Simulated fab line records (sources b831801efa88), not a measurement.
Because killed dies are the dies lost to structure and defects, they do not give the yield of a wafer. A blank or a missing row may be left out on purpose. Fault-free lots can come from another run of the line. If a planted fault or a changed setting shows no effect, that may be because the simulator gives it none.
Struck lot and sound lot, side by side / flow sky130 / 38 out of 708 route steps
Sound: wafers L728.3, L728.4, L728.6. The struck wafers were L743.1, L743.2, L743.6. The cause is named last.
Order at every step that has rows: each side's tool, ch and its chambers, its first start. Under that, the readings that differ: sound wafers / struck wafers / difference of the means / sigmas: that difference in standard deviations of wafers without a fault.
alike: words and numbers the same on both sides, and readings whose means are apart by under 2 such deviations; not compared: readings that were withheld, readings missing a value for some wafer, numbers with overlapping values and no deviation given by the record, and bounds like >300 which may hide the same value.
A row with sigmas, a row that says differs or no value, or rows on one side alone: a step with any of these is where the two part. Numbers that have no deviation but don't overlap get no sigmas and don't part them. A reading that every wafer of one side lacks parts them only if that side has two wafers or more.

first, 9 steps without rows for these wafers: SKY_VIA2_SPUTTER_20 (material TiN, target thk 20 nm, time 80 s); SKY_VIA2_CVD_21 (deposits W, target thk 420 nm, time 126.4 s); SKY_VIA2_CMP_24 (polishes, stops on SiO2, t overpolish 20 s, target thk 0 nm); SKY_METAL3_SPUTTER_00 (material Ti, target thk 15 nm, time 10 s); SKY_METAL3_SPUTTER_01 (material TiN, target thk 20 nm, time 16.7 s); SKY_METAL3_SPUTTER_02 (material AlCu, target thk 735 nm, time 39.1 s); SKY_METAL3_SPUTTER_03 (material Ti, target thk 5 nm, time 3.3 s); SKY_METAL3_SPUTTER_04 (material TiN, target thk 70 nm, time 58.3 s); SKY_CAPM_CVD_00 (deposits SiO2, target thk 15.5 nm).
SKY_CAPM_SPUTTER_02: material TiN, target thk 200 nm, time 166.7 s.
  sound on pvd sputter-04 at day 37 20:31; struck on pvd sputter-04 at day 41 13:17
reading=model.TiN_of_CAPM_SPUTTER_02.thk nm (nm); sound=201.4 198.7 200.9; struck=176.4 177.1 179.6; difference=-22.6; sigmas=
  alike: substrate temp c, throttle valve pct
SKY_CAPM_RS_MEAS_03: measures by four-point-probe.
  sound on film metro-03 at day 37 20:40; struck on film metro-01 at day 41 13:24
reading=CAPM_TIN_RS (ohm/sq); sound=6.86 6.96 6.88; struck=7.84 7.83 7.72; difference=+0.90; sigmas=+13
SKY_CAPM_THK_MEAS_04: measures by xrf.
  sound on film metro-03 at day 37 20:46; struck on film metro-01 at day 41 13:31
reading=CAPM_TIN_THK (nm); sound=198.9 195.1 197.3; struck=174.0 173.7 176.8; difference=-22.3; sigmas=-11
then, 7 steps without rows for these wafers: SKY_CAPM_DEHYDRATE_05 (time 60 s); SKY_CAPM_HMDS_06 (prime time 60 s); SKY_CAPM_COAT_07 (resist thk 1140 nm); SKY_CAPM_SOFTBAKE_08 (time 60 s); SKY_CAPM_EXPOSE_09 (exposes mask CAPM, target cd 1000 nm); SKY_CAPM_PEB_10; SKY_CAPM_DEVELOP_11 (develop time 60 s).
SKY_CAPM_METAL_ETCH_13: etches TiN in Cl2/BCl3, stops on SiO2, target depth 220 nm, time 62.9 s.
  sound on rie metal-02 ch 0,1, day 38 21:54; struck on rie metal-01 ch 0,1, day 42 12:29
reading=oes product au (a.u.); sound=0.941 0.934 0.940; struck=0.872 0.878 0.884; difference=-0.060; sigmas=-9
reading=throttle valve pct (%); sound=21.907 21.891 21.879; struck=21.946 21.948 21.941; difference=+0.053; sigmas=+5
  alike: drypump motor current A, mfc cl2 sccm
  not compared: rf hours counter h
then, 16 steps without rows for these wafers: SKY_CAPM_STRIP_14 (strips in O2/N2); SKY_CAPM_STRIP_15 (strips in post etch residue remover, time 1200 s); SKY_CAPM_CLEAN_16 (cleans in IPA, time 180 s); SKY_CAPM_CLEAN_17 (cleans in O3/DIW); SKY_METAL3_DEHYDRATE_05 (time 60 s); SKY_METAL3_HMDS_06 (prime time 60 s); SKY_METAL3_COAT_07 (resist thk 60 nm); SKY_METAL3_COAT_08 (resist thk 1140 nm); SKY_METAL3_SOFTBAKE_09 (time 90 s); SKY_METAL3_EXPOSE_10 (exposes mask MM3, target cd 300 nm); SKY_METAL3_PEB_11; SKY_METAL3_DEVELOP_12 (develop time 60 s); SKY_METAL3_DESCUM_15 (chemistry O2, time 8 s); SKY_METAL3_ETCH_16 (etches BARC in N2/H2, stops on SiO2, time 88.2 s, target depth 60 nm); SKY_METAL3_ETCH_17 (etches SiO2 in C4F8/O2/Ar, stops on TiN, time 3.9 s, target depth 15 nm); SKY_METAL3_METAL_ETCH_18 (etches the open film in Cl2/BCl3, stops on SiO2, target depth 845 nm, time 183.1 s).
SKY_METAL3_STRIP_20: strips in post etch residue remover, time 1200 s.
  sound on wet bench-02 ch 2, day 40 00:32; struck on wet bench-02 ch 1, day 43 12:29
reading=model.TiN_of_CAPM_SPUTTER_02.thk nm (nm); sound=200.6 197.8 200.1; struck=175.6 176.2 178.7; difference=-22.7; sigmas=
-- the record jumps here: 6 days lie between the struck wafers' starts before and after (it left off in module METAL3 and takes up again in module PAD_OPEN, whose first step shown is number 708 of the route) --
SKY_PAD_OPEN_PROBE_99:
  sound on prober-02 at day 46 23:34; struck on prober-01 at day 49 21:19
reading=model.etest.cap mim.plate ohm sq; sound=5.962 6.091 5.997; struck=6.821 6.765 6.69; difference=+0.742; sigmas=
reading=model.etest.cap mim.bv v (V); sound=14.53 14.97 14.15; struck=12.73 13.36 13.2; difference=-1.45; sigmas=
reading=model.etest.cap mim.leak log10 a cm2; sound=-9.152 -9.178 -9.252; struck=-8.695 -8.522 -8.6; difference=+0.588; sigmas=
  alike: defect limited yield, killed_at_M0_to_M3, killed_at_M4_up, killed at contacts, killed at front end, killed at other, killed dies, killed open, killed short, sort_bin_3_pad_short, sort_bin_5_function, sort_bin_6_memory, sort n pass, sort yield pct

== WHERE THEY PART ==
Earliest at SKY_CAPM_RS_MEAS_03; latest, in this record, at SKY_CAPM_METAL_ETCH_13. Later steps at which nothing parts them and some readings are alike: SKY_PAD_OPEN_PROBE_99.

WHY: the cause the simulator had injected
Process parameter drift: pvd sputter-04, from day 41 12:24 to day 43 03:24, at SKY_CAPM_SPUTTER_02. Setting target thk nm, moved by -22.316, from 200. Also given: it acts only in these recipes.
